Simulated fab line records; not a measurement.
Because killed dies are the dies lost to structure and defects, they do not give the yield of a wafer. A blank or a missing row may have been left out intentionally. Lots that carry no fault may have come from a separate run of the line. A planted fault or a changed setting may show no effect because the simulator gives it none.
2 desks, one fault / flow sky130 / only its own numbers are on each desk; what lay behind them is given at the end

TOOL OWNER'S DESK, lpcvd-02
The tool's own readings at SKY_SPACER_CVD_00 (deposits Si3N4 from DCS/NH3, target thk 43.1 nm, time 740 s): means of the sampled wafers that have a number, for each lot that ran on this tool. The brackets show how far a lot's mean lies from the usual mean; more than 4 standard deviations puts the lot out of limits, marked OUT.
Columns: A = spike-tc-lower-C at SKY_SPACER_CVD_00, usual 770.6 C; B = spike-tc-top-C at SKY_SPACER_CVD_00, usual 787.1 C
lot=L699; first seen here=day 23 08:50; A=770.7; B=787.3
lot=L700; first seen here=day 23 10:03; A=770.2; B=787.1
lot=L701; first seen here=day 23 17:17; A=771.3; B=788.3
lot=L702; first seen here=day 24 10:51; A=769.7; B=786.5
lot=L703; first seen here=day 24 15:37; A=770.6; B=786.5
lot=L704; first seen here=day 25 01:34; A=772.3; B=788.6
lot=L705; first seen here=day 25 11:47; A=769.5; B=786.9
lot=L709; first seen here=day 26 23:37; A=769.3; B=786.8
lot=L711; first seen here=day 27 13:29; A=771.5; B=787.0
lot=L712; first seen here=day 27 22:20; A=770.6; B=787.5
lot=L713; first seen here=day 28 04:13; A=771.7; B=787.1
This desk's finding: nothing out of limits on any of the 11 lots.

AT THE METROLOGY DESK
Means of the sampled wafers that have a number, per lot and without regard to the tool the lot ran on: this is what the gauges read. The brackets show how far a lot's mean lies from the usual mean; more than 4 standard deviations puts the lot out of limits, marked OUT.
Columns: A = SPACER_CVD_00_THK at SKY_SPACER_THK_MEAS_01, usual 43.3 nm; B = SD_P_OVL at SKY_SD_P_OVL_MEAS_08, usual 0.3 nm; C = LI_CONTACT_OVL at SKY_LI_CONTACT_OVL_MEAS_13, usual -1 nm
lot=L699; first seen here=day 23 10:03; A=43.9; B=1.6; C=-2
lot=L700; first seen here=day 23 11:16; A=42.8; B=2.0; C=2
lot=L701; first seen here=day 23 18:32; A=43.3; B=-0.2; C=-0
lot=L702; first seen here=day 24 12:03; A=43.5; B=-1.0; C=1
lot=L703; first seen here=day 24 16:51; A=42.8; B=-1.3; C=-1
lot=L704; first seen here=day 25 02:47; A=43.2; B=0.1; C=2
lot=L705; first seen here=day 25 13:00; A=43.1; B=-0.3; C=0
lot=L709; first seen here=day 27 00:50; A=43.3; B=0.0; C=2
lot=L711; first seen here=day 27 14:41; A=34.5 (-22) OUT; B=0.5; C=-2
lot=L712; first seen here=day 27 23:33; A=34.6 (-22) OUT; B=-1.3; C=-3
lot=L713; first seen here=day 28 05:26; A=34.5 (-23) OUT; B=1.2; C=-2
This desk's result: L711, L712, L713 out of limits, first on L711 (SPACER_CVD_00_THK at SKY_SPACER_THK_MEAS_01), day 27 14:41. L699, L700, L701, L702, L703, L704, L705, L709 stayed within limits.

TAKEN TOGETHER
The metrology desk could have raised an alarm at day 27 14:41, on L711, L712, L713.
Nothing out of limits was seen by the tool owner's desk.
On record at the tool owner's desk: L711, L712, L713, within its limits.
The lots listed all ran SKY_SPACER_CVD_00 on lpcvd-02.

WHAT THE SIMULATOR PUT IN
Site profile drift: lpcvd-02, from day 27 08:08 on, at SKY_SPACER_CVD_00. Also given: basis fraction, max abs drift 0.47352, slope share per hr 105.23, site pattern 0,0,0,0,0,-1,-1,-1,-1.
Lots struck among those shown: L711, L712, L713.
Hours from the fault's start to each desk's first reading out of limits: the metrology desk, 7.
